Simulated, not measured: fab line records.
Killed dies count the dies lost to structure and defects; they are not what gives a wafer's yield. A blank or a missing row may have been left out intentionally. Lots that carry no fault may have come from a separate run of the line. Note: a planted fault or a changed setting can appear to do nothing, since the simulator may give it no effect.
Chamber matching ; flow sky130 ; 4 sister chambers for SKY_CONTACT_ETCH_17 on rieDiel-02
The step etches SiO2 in C4F8/O2/Ar, stops on Si3N4, target depth 340 nm. 20 wafers are shown with their chamber, then 10 later ones without.

== WAFERS PAIRED WITH THEIR CHAMBERS ==
wafer;chamber;biasW (W);oesProductAu (a.u.);chamberPressureMTorr (mTorr)
L075.1;3;1198;0.889;39.99
L075.4;1;1201;0.890;39.91
L075.6;1;1204;0.892;39.95
L077.2;1;1202;0.888;40.03
L077.3;3;1197;0.891;40.01
L077.5;0;1203;0.894;40.07
L080.1;1;1200;0.881;39.99
L080.4;3;1203;0.891;40.02
L080.5;0;1200;0.903;40.02
L079.1;3;1196;0.890;40.02
L079.2;0;1198;0.878;40.05
L079.6;3;1199;0.895;39.95
L083.1;1;1197;0.889;40.00
L083.2;3;1198;0.894;39.97
L083.3;2;1201;0.898;39.96
L084.1;1;1200;0.889;40.03
L084.4;3;1195;0.890;39.97
L084.6;0;1201;0.891;39.98
L085.1;1;1199;0.893;39.95
L085.2;2;1202;0.895;40.02

SIGNATURES, as means of the wafers listed above
reading;chamber 0;chamber 1;chamber 2;chamber 3;scatter within a chamber
biasW;1200.50;1200.43;1201.50;1198.00;2.28
oesProductAu;0.89150;0.88886;0.89650;0.89143;0.00528
chamberPressureMTorr;40.0300;39.9800;39.9900;39.9900;0.0381
Rule: a wafer lies at a distance from a chamber equal to the root of the sum of squares, over the readings, of (its reading less the chamber's mean, divided by the reading's scatter). The wafer belongs to the nearest chamber; if the next one is less than 2 further off, it can't be placed. The scatter: take each reading less its chamber's mean, square it, sum over the shown wafers, divide by the number of wafers less the number of chambers, and take the root.

== WAFERS WITHOUT THEIR CHAMBER ==
wafer;biasW (W);oesProductAu (a.u.);chamberPressureMTorr (mTorr)
L085.6;1203;0.882;40.01
L088.3;1199;0.894;40.02
L088.4;1199;0.887;40.00
L088.6;1197;0.887;39.90
L091.1;1197;0.893;40.02
L091.2;1196;0.888;40.02
L091.4;1193;0.892;40.00
L093.2;1199;0.891;40.02
L093.3;1195;0.894;39.97
L093.5;1200;0.898;39.98

== WHICH CHAMBER EACH ONE RAN IN ==
wafer;from the rows above;in truth
L085.6;can't be placed: 1 or 0 or 2 or 3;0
L088.3;can't be placed: 0 or 3 or 2 or 1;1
L088.4;can't be placed: 1 or 3 or 0 or 2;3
L088.6;can't be placed: 3 or 1 or 2 or 0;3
L091.1;can't be placed: 3 or 0 or 1 or 2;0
L091.2;can't be placed: 3 or 0 or 1 or 2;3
L091.4;can't be placed: 3 or 1 or 0 or 2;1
L093.2;can't be placed: 0 or 3 or 1 or 2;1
L093.3;can't be placed: 3 or 1 or 0 or 2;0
L093.5;can't be placed: 2 or 3 or 1 or 0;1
Correct placement for 0 of the 10. Can't be placed from these rows: 10 (the true chamber is among the candidates in 10). 0 placed wrongly.
